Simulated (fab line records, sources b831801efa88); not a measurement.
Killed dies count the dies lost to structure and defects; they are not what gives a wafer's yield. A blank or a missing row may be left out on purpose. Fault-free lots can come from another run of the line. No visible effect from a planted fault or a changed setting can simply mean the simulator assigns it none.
fab line records / flow sky130 / part 2 of 2: steps 32 to 41 of 41
record: lots: 5 wafers: 15 last-day: 50
route steps=708 shown VIA4@644 METAL5@661 PASSIVATION@681
lots that met no fault: from a run of the same line without faults
start-h: the number of hours between the record's first day and the start of the first shown wafer of the lot / wait-h: hours from the lot's prior step to this one / " the same as in the row above / L1.1+2: several wafers, shown together as one row / - either no value or no given start / * or withheld: withheld / < > ~ a bound
route shown NAME@n: names a module that has steps shown in the file, with the first one's number in the route / usual: the fault-free wafers' mean and standard deviation / same: alike in all rows / chamber/n: place in a boat / sites: per-site readings / _std_site: the standard deviation of these / _edge_site: mean of outer sites minus mean of inner sites / radius-mm: how far each site lies from the wafer's centre / mask NAME#n: copy n / behind: the tool/chamber that last shaped the wafer / hold: the reason the lot was held/the length of the hold in hours/how it ended / device: which transistor (n, p or np) failed to switch / end of line: the route-end tests of the same wafers / step lacking rows: just its recipe / killed: dies that structure and defects cost at the first sort, which is not the same as the wafer's yield / map: the dies of a wafer, with x for killed, . for not killed, _ for no die there
set.NAME: the setting as run; set.NAME@STEP: as run at that earlier step / model.NAME: the simulator's own value behind a step, which no gauge read
lots seen at some steps along the route; tables by step, rows by wafer
services: when a tool's chamber went out of use (start-h, in hours from the record's first day, below 0 if earlier), for how many hours, and the reason
== steps ==
step: SKY_METAL5_DESCUM_14
recipe: chemistry: O2 source-power-w: 150 bias-power-w: 0 pressure-mtorr: 10 temp-c: 40 time-s: 11
usual: drypump-motor-current-A: 5.6/0.33 oes-product-au: 1.000/0.011
lot.wafer=L076.1 tool=rie-metal-02 chamber=1 start-h=1041.22 wait-h=0.1 drypump-motor-current-A=5.7 oes-product-au=0.993 rf-hours-counter-h=10
lot.wafer=L076.2 tool=rie-metal-02 chamber=0 start-h=1041.22 wait-h=0.1 drypump-motor-current-A=5.9 oes-product-au=1.002 rf-hours-counter-h=22
lot.wafer=L076.5 tool=rie-metal-02 chamber=1 start-h=1041.22 wait-h=0.1 drypump-motor-current-A=5.7 oes-product-au=0.997 rf-hours-counter-h=-
lot.wafer=L079.1 tool=rie-metal-03 chamber=1 start-h=1068.22 wait-h=0.1 drypump-motor-current-A=5.5 oes-product-au=0.986 rf-hours-counter-h=2
lot.wafer=L079.4 tool=rie-metal-03 chamber=0 start-h=1068.22 wait-h=0.1 drypump-motor-current-A=5.8 oes-product-au=0.989 rf-hours-counter-h=-
lot.wafer=L079.5 tool=rie-metal-03 chamber=1 start-h=1068.22 wait-h=0.1 drypump-motor-current-A=5.5 oes-product-au=0.985 rf-hours-counter-h=-
lot.wafer=L081.4 tool=rie-metal-03 chamber=1 start-h=1081.53 wait-h=0.1 drypump-motor-current-A=5.5 oes-product-au=0.983 rf-hours-counter-h=-
lot.wafer=L081.5 tool=rie-metal-03 chamber=1 start-h=1081.53 wait-h=0.1 drypump-motor-current-A=5.6 oes-product-au=0.991 rf-hours-counter-h=-
lot.wafer=L081.6 tool=rie-metal-03 chamber=0 start-h=1081.53 wait-h=0.1 drypump-motor-current-A=5.8 oes-product-au=0.998 rf-hours-counter-h=-
lot.wafer=L086.3 tool=rie-metal-02 chamber=1 start-h=1105.13 wait-h=0.1 drypump-motor-current-A=5.7 oes-product-au=1.002 rf-hours-counter-h=-
lot.wafer=L086.4 tool=rie-metal-02 chamber=0 start-h=1105.13 wait-h=0.1 drypump-motor-current-A=5.9 oes-product-au=1.011 rf-hours-counter-h=-
lot.wafer=L086.5 tool=rie-metal-02 chamber=0 start-h=1105.13 wait-h=0.1 drypump-motor-current-A=6.0 oes-product-au=1.007 rf-hours-counter-h=-
lot.wafer=L096.1 tool=rie-metal-02 chamber=1 start-h=1157.58 wait-h=0.1 drypump-motor-current-A=5.7 oes-product-au=1.004 rf-hours-counter-h=19
lot.wafer=L096.3 tool=rie-metal-02 chamber=1 start-h=1157.58 wait-h=0.1 drypump-motor-current-A=5.7 oes-product-au=1.003 rf-hours-counter-h=-
lot.wafer=L096.5 tool=rie-metal-02 chamber=1 start-h=1157.58 wait-h=0.1 drypump-motor-current-A=5.7 oes-product-au=0.992 rf-hours-counter-h=-
step: SKY_METAL5_METAL_ETCH_15
recipe: target-depth-a: 12600 stop-on: SiO2 over-etch-frac: 0.2 time-s: 252 chemistry: Cl2/BCl3 resist-sidewall-deg: 86 pressure-mtorr: 10 icp-w: 900 bias-w: 48.5 Cl2_flow_sccm: 60 bcl3-flow-sccm: 30
usual: drypump-motor-current-A: 5.6/0.33 oes-product-au: 0.894/0.0053 throttle-valve-pct: 22.264/0.01
lot.wafer=L076.1 tool=rie-metal-02 chamber=1 start-h=1041.25 wait-h=0.0 drypump-motor-current-A=5.7 oes-product-au=0.895 rf-hours-counter-h=10 throttle-valve-pct=22.271
lot.wafer=L076.2 tool=rie-metal-02 chamber=0 start-h=1041.25 wait-h=0.0 drypump-motor-current-A=5.9 oes-product-au=0.890 rf-hours-counter-h=22 throttle-valve-pct=22.258
lot.wafer=L076.5 tool=rie-metal-02 chamber=1 start-h=1041.25 wait-h=0.0 drypump-motor-current-A=5.7 oes-product-au=0.904 rf-hours-counter-h=- throttle-valve-pct=22.248
lot.wafer=L079.1 tool=rie-metal-03 chamber=1 start-h=1068.25 wait-h=0.0 drypump-motor-current-A=5.5 oes-product-au=0.902 rf-hours-counter-h=2 throttle-valve-pct=22.264
lot.wafer=L079.4 tool=rie-metal-03 chamber=0 start-h=1068.25 wait-h=0.0 drypump-motor-current-A=5.8 oes-product-au=0.896 rf-hours-counter-h=- throttle-valve-pct=22.249
lot.wafer=L079.5 tool=rie-metal-03 chamber=1 start-h=1068.25 wait-h=0.0 drypump-motor-current-A=5.5 oes-product-au=0.894 rf-hours-counter-h=- throttle-valve-pct=22.259
lot.wafer=L081.4 tool=rie-metal-03 chamber=1 start-h=1081.63 wait-h=0.1 drypump-motor-current-A=5.5 oes-product-au=0.895 rf-hours-counter-h=- throttle-valve-pct=22.269
lot.wafer=L081.5 tool=rie-metal-03 chamber=1 start-h=1081.63 wait-h=0.1 drypump-motor-current-A=5.5 oes-product-au=0.901 rf-hours-counter-h=- throttle-valve-pct=22.282
lot.wafer=L081.6 tool=rie-metal-03 chamber=0 start-h=1081.63 wait-h=0.1 drypump-motor-current-A=5.8 oes-product-au=0.896 rf-hours-counter-h=- throttle-valve-pct=22.268
lot.wafer=L086.3 tool=rie-metal-02 chamber=1 start-h=1105.23 wait-h=0.1 drypump-motor-current-A=5.7 oes-product-au=0.888 rf-hours-counter-h=- throttle-valve-pct=22.272
lot.wafer=L086.4 tool=rie-metal-02 chamber=0 start-h=1105.23 wait-h=0.1 drypump-motor-current-A=6.0 oes-product-au=0.900 rf-hours-counter-h=- throttle-valve-pct=22.278
lot.wafer=L086.5 tool=rie-metal-02 chamber=0 start-h=1105.23 wait-h=0.1 drypump-motor-current-A=6.0 oes-product-au=0.891 rf-hours-counter-h=- throttle-valve-pct=22.278
lot.wafer=L096.1 tool=rie-metal-02 chamber=1 start-h=1157.62 wait-h=0.0 drypump-motor-current-A=5.7 oes-product-au=0.891 rf-hours-counter-h=19 throttle-valve-pct=22.264
lot.wafer=L096.3 tool=rie-metal-02 chamber=1 start-h=1157.62 wait-h=0.0 drypump-motor-current-A=5.7 oes-product-au=0.885 rf-hours-counter-h=- throttle-valve-pct=22.266
lot.wafer=L096.5 tool=rie-metal-02 chamber=1 start-h=1157.62 wait-h=0.0 drypump-motor-current-A=5.7 oes-product-au=0.895 rf-hours-counter-h=- throttle-valve-pct=22.263
step: SKY_METAL5_STRIP_16
recipe: chemistry: O2/N2 power-w: 1400 pressure-mtorr: 1500 platen-temp-c: withheld o2-flow-sccm: 3000 n2-flow-sccm: 300 overash-fraction: 0.5
usual: drypump-motor-current-A: 5.7/0.56 oes-product-au: 0.711/0.0051 strip-time-to-endpoint-s: 13.12/0.13
lot.wafer=L076.1 tool=plasma-asher-03 chamber=0 start-h=1041.49 wait-h=0.2 drypump-motor-current-A=6.5 oes-product-au=0.713 rf-hours-counter-h=121 strip-time-to-endpoint-s=13.07
lot.wafer=L076.2 tool=plasma-asher-03 chamber=1 start-h=1041.49 wait-h=0.2 drypump-motor-current-A=5.3 oes-product-au=0.714 rf-hours-counter-h=121 strip-time-to-endpoint-s=12.96
lot.wafer=L076.5 tool=plasma-asher-03 chamber=0 start-h=1041.49 wait-h=0.2 drypump-motor-current-A=6.4 oes-product-au=0.709 rf-hours-counter-h=- strip-time-to-endpoint-s=13.07
lot.wafer=L079.1 tool=plasma-asher-04 chamber=1 start-h=1068.49 wait-h=0.2 drypump-motor-current-A=5.3 oes-product-au=0.710 rf-hours-counter-h=33 strip-time-to-endpoint-s=13.26
lot.wafer=L079.4 tool=plasma-asher-04 chamber=0 start-h=1068.49 wait-h=0.2 drypump-motor-current-A=5.3 oes-product-au=0.713 rf-hours-counter-h=- strip-time-to-endpoint-s=13.08
lot.wafer=L079.5 tool=plasma-asher-04 chamber=1 start-h=1068.49 wait-h=0.2 drypump-motor-current-A=5.3 oes-product-au=0.718 rf-hours-counter-h=- strip-time-to-endpoint-s=13.21
lot.wafer=L081.4 tool=plasma-asher-03 chamber=1 start-h=1081.82 wait-h=0.1 drypump-motor-current-A=5.4 oes-product-au=0.706 rf-hours-counter-h=- strip-time-to-endpoint-s=13.21
lot.wafer=L081.5 tool=plasma-asher-03 chamber=0 start-h=1081.82 wait-h=0.1 drypump-motor-current-A=6.5 oes-product-au=0.718 rf-hours-counter-h=- strip-time-to-endpoint-s=13.19
lot.wafer=L081.6 tool=plasma-asher-03 chamber=1 start-h=1081.82 wait-h=0.1 drypump-motor-current-A=5.4 oes-product-au=0.714 rf-hours-counter-h=- strip-time-to-endpoint-s=13.00
lot.wafer=L086.3 tool=plasma-asher-03 chamber=1 start-h=1105.42 wait-h=0.1 drypump-motor-current-A=5.3 oes-product-au=0.704 rf-hours-counter-h=- strip-time-to-endpoint-s=13.13
lot.wafer=L086.4 tool=plasma-asher-03 chamber=0 start-h=1105.42 wait-h=0.1 drypump-motor-current-A=6.5 oes-product-au=0.713 rf-hours-counter-h=- strip-time-to-endpoint-s=13.16
lot.wafer=L086.5 tool=plasma-asher-03 chamber=0 start-h=1105.42 wait-h=0.1 drypump-motor-current-A=6.5 oes-product-au=0.701 rf-hours-counter-h=- strip-time-to-endpoint-s=13.09
lot.wafer=L096.1 tool=plasma-asher-04 chamber=0 start-h=1157.85 wait-h=0.2 drypump-motor-current-A=5.3 oes-product-au=0.707 rf-hours-counter-h=41 strip-time-to-endpoint-s=13.42
lot.wafer=L096.3 tool=plasma-asher-04 chamber=0 start-h=1157.85 wait-h=0.2 drypump-motor-current-A=5.3 oes-product-au=0.709 rf-hours-counter-h=- strip-time-to-endpoint-s=13.36
lot.wafer=L096.5 tool=plasma-asher-04 chamber=0 start-h=1157.85 wait-h=0.2 drypump-motor-current-A=5.3 oes-product-au=0.701 rf-hours-counter-h=- strip-time-to-endpoint-s=13.33
step: SKY_METAL5_STRIP_17
recipe: chemistry: post-etch-residue-remover time-s: 1200 temp-c: 72.5
lot.wafer=L076.1+2+5 tool=wet-bench-02 chamber=0 start-h=1041.59 wait-h=0.1
lot.wafer=L079.1+4+5 tool=wet-bench-03 chamber=2 start-h=1068.59 wait-h=0.1
lot.wafer=L081.4+5+6 tool=wet-bench-03 chamber=1 start-h=1081.89 wait-h=0.0
lot.wafer=L086.3+4+5 tool=wet-bench-03 chamber=2 start-h=1105.49 wait-h=0.0
lot.wafer=L096.1+3+5 tool=wet-bench-02 chamber=2 start-h=1157.95 wait-h=0.1
step: SKY_METAL5_CLEAN_18
recipe: chemistry: IPA time-s: 180 temp-c: 25
lot.wafer=L076.1+2+5 tool=wet-bench-03 chamber=3 start-h=1041.93 wait-h=0.0
lot.wafer=L079.1+4+5 tool=wet-bench-01 chamber=2 start-h=1068.93 wait-h=0.0
lot.wafer=L081.4+5+6 tool=wet-bench-03 chamber=1 start-h=1082.23 wait-h=0.0
lot.wafer=L086.3+4+5 tool=wet-bench-01 chamber=3 start-h=1105.83 wait-h=0.0
lot.wafer=L096.1+3+5 tool=wet-bench-01 chamber=3 start-h=1158.36 wait-h=0.0
step: SKY_METAL5_CLEAN_19
recipe: chemistry: O3/DIW dry: n2-spin
lot.wafer=L076.1+2+5 tool=wet-bench-03 chamber=0 start-h=1041.99 wait-h=0.0
lot.wafer=L079.1+4+5 tool=wet-bench-03 chamber=1 start-h=1068.99 wait-h=0.0
lot.wafer=L081.4+5+6 tool=wet-bench-01 chamber=3 start-h=1082.29 wait-h=0.0
lot.wafer=L086.3+4+5 tool=wet-bench-01 chamber=3 start-h=1105.89 wait-h=0.0
lot.wafer=L096.1+3+5 tool=wet-bench-02 chamber=0 start-h=1158.42 wait-h=0.0
step: SKY_PASSIVATION_CVD_00
recipe: material: SiO2 target-thk-nm: 90 temp-c: 400 time-s: withheld rf-w: 600
usual: heater-power-w: 714/140
lot.wafer=L076.1 tool=pecvd-03 chamber=1 start-h=1042.08 wait-h=0.0 heater-power-w=990
lot.wafer=L076.2 tool=pecvd-03 chamber=0 start-h=1042.08 wait-h=0.0 heater-power-w=710
lot.wafer=L076.5 tool=pecvd-03 chamber=1 start-h=1042.08 wait-h=0.0 heater-power-w=799
lot.wafer=L079.1 tool=pecvd-04 chamber=2 start-h=1069.08 wait-h=0.0 heater-power-w=802
lot.wafer=L079.4 tool=pecvd-04 chamber=0 start-h=1069.08 wait-h=0.0 heater-power-w=630
lot.wafer=L079.5 tool=pecvd-04 chamber=2 start-h=1069.08 wait-h=0.0 heater-power-w=772
lot.wafer=L081.4 tool=pecvd-04 chamber=0 start-h=1082.40 wait-h=0.0 heater-power-w=621
lot.wafer=L081.5 tool=pecvd-04 chamber=2 start-h=1082.40 wait-h=0.0 heater-power-w=766
lot.wafer=L081.6 tool=pecvd-04 chamber=1 start-h=1082.40 wait-h=0.0 heater-power-w=545
lot.wafer=L086.3 tool=pecvd-03 chamber=2 start-h=1105.98 wait-h=0.0 heater-power-w=924
lot.wafer=L086.4 tool=pecvd-03 chamber=2 start-h=1105.98 wait-h=0.0 heater-power-w=930
lot.wafer=L086.5 tool=pecvd-03 chamber=1 start-h=1105.98 wait-h=0.0 heater-power-w=926
lot.wafer=L096.1 tool=pecvd-01 chamber=0 start-h=1158.53 wait-h=0.0 heater-power-w=775
lot.wafer=L096.3 tool=pecvd-01 chamber=0 start-h=1158.53 wait-h=0.0 heater-power-w=774
lot.wafer=L096.5 tool=pecvd-01 chamber=1 start-h=1158.53 wait-h=0.0 heater-power-w=564
step: SKY_PASSIVATION_THK_MEAS_01
recipe: reads: SiO2_of_PASSIVATION_CVD_00
usual: PASSIVATION_CVD_00_THK: 89.6/1.4
lot.wafer=L076.1 tool=film-metro-02 chamber=- start-h=1042.10 wait-h=- PASSIVATION_CVD_00_THK[nm]=89.0
lot.wafer=L076.2 tool=film-metro-02 chamber=- start-h=1042.10 wait-h=- PASSIVATION_CVD_00_THK[nm]=89.3
lot.wafer=L076.5 tool=film-metro-02 chamber=- start-h=1042.10 wait-h=- PASSIVATION_CVD_00_THK[nm]=89.5
lot.wafer=L079.1 tool=film-metro-04 chamber=- start-h=1069.10 wait-h=- PASSIVATION_CVD_00_THK[nm]=88.8
lot.wafer=L079.4 tool=film-metro-04 chamber=- start-h=1069.10 wait-h=- PASSIVATION_CVD_00_THK[nm]=87.4
lot.wafer=L079.5 tool=film-metro-04 chamber=- start-h=1069.10 wait-h=- PASSIVATION_CVD_00_THK[nm]=89.5
lot.wafer=L081.4 tool=film-metro-03 chamber=- start-h=1082.44 wait-h=- PASSIVATION_CVD_00_THK[nm]=89.7
lot.wafer=L081.5 tool=film-metro-03 chamber=- start-h=1082.44 wait-h=- PASSIVATION_CVD_00_THK[nm]=91.8
lot.wafer=L081.6 tool=film-metro-03 chamber=- start-h=1082.44 wait-h=- PASSIVATION_CVD_00_THK[nm]=92.1
lot.wafer=L086.3 tool=film-metro-02 chamber=- start-h=1106.02 wait-h=- PASSIVATION_CVD_00_THK[nm]=88.6
lot.wafer=L086.4 tool=film-metro-02 chamber=- start-h=1106.02 wait-h=- PASSIVATION_CVD_00_THK[nm]=90.7
lot.wafer=L086.5 tool=film-metro-02 chamber=- start-h=1106.02 wait-h=- PASSIVATION_CVD_00_THK[nm]=92.0
lot.wafer=L096.1 tool=film-metro-02 chamber=- start-h=1158.56 wait-h=- PASSIVATION_CVD_00_THK[nm]=88.1
lot.wafer=L096.3 tool=film-metro-02 chamber=- start-h=1158.56 wait-h=- PASSIVATION_CVD_00_THK[nm]=88.3
lot.wafer=L096.5 tool=film-metro-02 chamber=- start-h=1158.56 wait-h=- PASSIVATION_CVD_00_THK[nm]=90.6
step: SKY_PASSIVATION_CVD_02
recipe: material: Si3N4 target-thk-nm: 540 temp-c: 400 time-s: withheld rf-w: 450
usual: heater-power-w: 781/150
lot.wafer=L076.1 tool=pecvd-01 chamber=2 start-h=1042.16 wait-h=0.1 heater-power-w=575
lot.wafer=L076.2 tool=pecvd-01 chamber=0 start-h=1042.16 wait-h=0.1 heater-power-w=819
lot.wafer=L076.5 tool=pecvd-01 chamber=0 start-h=1042.16 wait-h=0.1 heater-power-w=829
lot.wafer=L079.1 tool=pecvd-03 chamber=0 start-h=1069.16 wait-h=0.1 heater-power-w=838
lot.wafer=L079.4 tool=pecvd-03 chamber=0 start-h=1069.16 wait-h=0.1 heater-power-w=858
lot.wafer=L079.5 tool=pecvd-03 chamber=2 start-h=1069.16 wait-h=0.1 heater-power-w=994
lot.wafer=L081.4 tool=pecvd-03 chamber=1 start-h=1082.58 wait-h=0.1 heater-power-w=994
lot.wafer=L081.5 tool=pecvd-03 chamber=2 start-h=1082.58 wait-h=0.1 heater-power-w=839
lot.wafer=L081.6 tool=pecvd-03 chamber=0 start-h=1082.58 wait-h=0.1 heater-power-w=808
lot.wafer=L086.3 tool=pecvd-04 chamber=2 start-h=1106.06 wait-h=0.0 heater-power-w=780
lot.wafer=L086.4 tool=pecvd-04 chamber=1 start-h=1106.06 wait-h=0.0 heater-power-w=646
lot.wafer=L086.5 tool=pecvd-04 chamber=0 start-h=1106.06 wait-h=0.0 heater-power-w=627
lot.wafer=L096.1 tool=pecvd-03 chamber=1 start-h=1158.62 wait-h=0.1 heater-power-w=1009
lot.wafer=L096.3 tool=pecvd-03 chamber=2 start-h=1158.62 wait-h=0.1 heater-power-w=943
lot.wafer=L096.5 tool=pecvd-03 chamber=0 start-h=1158.62 wait-h=0.1 heater-power-w=889
step: SKY_PASSIVATION_THK_MEAS_03
recipe: reads: Si3N4_of_PASSIVATION_CVD_02
usual: PASSIVATION_CVD_02_THK: 541/7.6
lot.wafer=L076.1 tool=film-metro-03 chamber=- start-h=1042.39 wait-h=- PASSIVATION_CVD_02_THK[nm]=538
lot.wafer=L076.2 tool=film-metro-03 chamber=- start-h=1042.39 wait-h=- PASSIVATION_CVD_02_THK[nm]=533
lot.wafer=L076.5 tool=film-metro-03 chamber=- start-h=1042.39 wait-h=- PASSIVATION_CVD_02_THK[nm]=545
lot.wafer=L079.1 tool=film-metro-04 chamber=- start-h=1069.39 wait-h=- PASSIVATION_CVD_02_THK[nm]=539
lot.wafer=L079.4 tool=film-metro-04 chamber=- start-h=1069.39 wait-h=- PASSIVATION_CVD_02_THK[nm]=551
lot.wafer=L079.5 tool=film-metro-04 chamber=- start-h=1069.39 wait-h=- PASSIVATION_CVD_02_THK[nm]=548
lot.wafer=L081.4 tool=film-metro-03 chamber=- start-h=1082.72 wait-h=- PASSIVATION_CVD_02_THK[nm]=543
lot.wafer=L081.5 tool=film-metro-03 chamber=- start-h=1082.72 wait-h=- PASSIVATION_CVD_02_THK[nm]=542
lot.wafer=L081.6 tool=film-metro-03 chamber=- start-h=1082.72 wait-h=- PASSIVATION_CVD_02_THK[nm]=549
lot.wafer=L086.3 tool=film-metro-04 chamber=- start-h=1106.31 wait-h=- PASSIVATION_CVD_02_THK[nm]=530
lot.wafer=L086.4 tool=film-metro-04 chamber=- start-h=1106.31 wait-h=- PASSIVATION_CVD_02_THK[nm]=536
lot.wafer=L086.5 tool=film-metro-04 chamber=- start-h=1106.31 wait-h=- PASSIVATION_CVD_02_THK[nm]=534
lot.wafer=L096.1 tool=film-metro-04 chamber=- start-h=1158.84 wait-h=- PASSIVATION_CVD_02_THK[nm]=541
lot.wafer=L096.3 tool=film-metro-04 chamber=- start-h=1158.84 wait-h=- PASSIVATION_CVD_02_THK[nm]=544
lot.wafer=L096.5 tool=film-metro-04 chamber=- start-h=1158.84 wait-h=- PASSIVATION_CVD_02_THK[nm]=557
== services ==
tool=cmp-02 chamber=- start-h=986.37 hours=7.9 kind=pm
tool=rie-metal-03 chamber=- start-h=992.67 hours=2.0 kind=repair
tool=rie-metal-02 chamber=1 start-h=1007.36 hours=17.4 kind=repair
tool=cvd-w-02 chamber=0 start-h=1019.46 hours=12.3 kind=repair
tool=iline-stepper-01 chamber=- start-h=1026.81 hours=1.7 kind=pm
tool=pecvd-04 chamber=- start-h=1027.23 hours=2.8 kind=pm
tool=rie-metal-02 chamber=0 start-h=1028.66 hours=1.0 kind=repair
tool=cmp-02 chamber=- start-h=1030.35 hours=15.0 kind=pm
tool=cvd-w-02 chamber=- start-h=1039.35 hours=1.0 kind=repair
tool=pecvd-04 chamber=- start-h=1040.73 hours=6.0 kind=pm
tool=cmp-02 chamber=- start-h=1051.01 hours=0.7 kind=repair
tool=iline-stepper-02 chamber=- start-h=1051.25 hours=1.7 kind=pm
tool=plasma-asher-03 chamber=- start-h=1055.25 hours=9.0 kind=pm
tool=cmp-02 chamber=- start-h=1057.14 hours=1.4 kind=repair
tool=wet-bench-01 chamber=- start-h=1066.95 hours=1.9 kind=pm
tool=iline-stepper-02 chamber=- start-h=1068.06 hours=3.0 kind=repair
tool=pvd-sputter-01 chamber=- start-h=1072.59 hours=4.6 kind=repair
tool=pvd-sputter-02 chamber=- start-h=1097.45 hours=10.7 kind=repair
tool=pvd-sputter-02 chamber=- start-h=1128.13 hours=2.7 kind=repair
tool=pecvd-03 chamber=0 start-h=1133.58 hours=8.3 kind=repair
tool=iline-stepper-02 chamber=- start-h=1140.73 hours=8.0 kind=repair
tool=pvd-sputter-01 chamber=- start-h=1145.10 hours=2.0 kind=repair
tool=pvd-sputter-02 chamber=- start-h=1145.65 hours=4.3 kind=repair
tool=pvd-sputter-04 chamber=- start-h=1157.20 hours=1.6 kind=repair
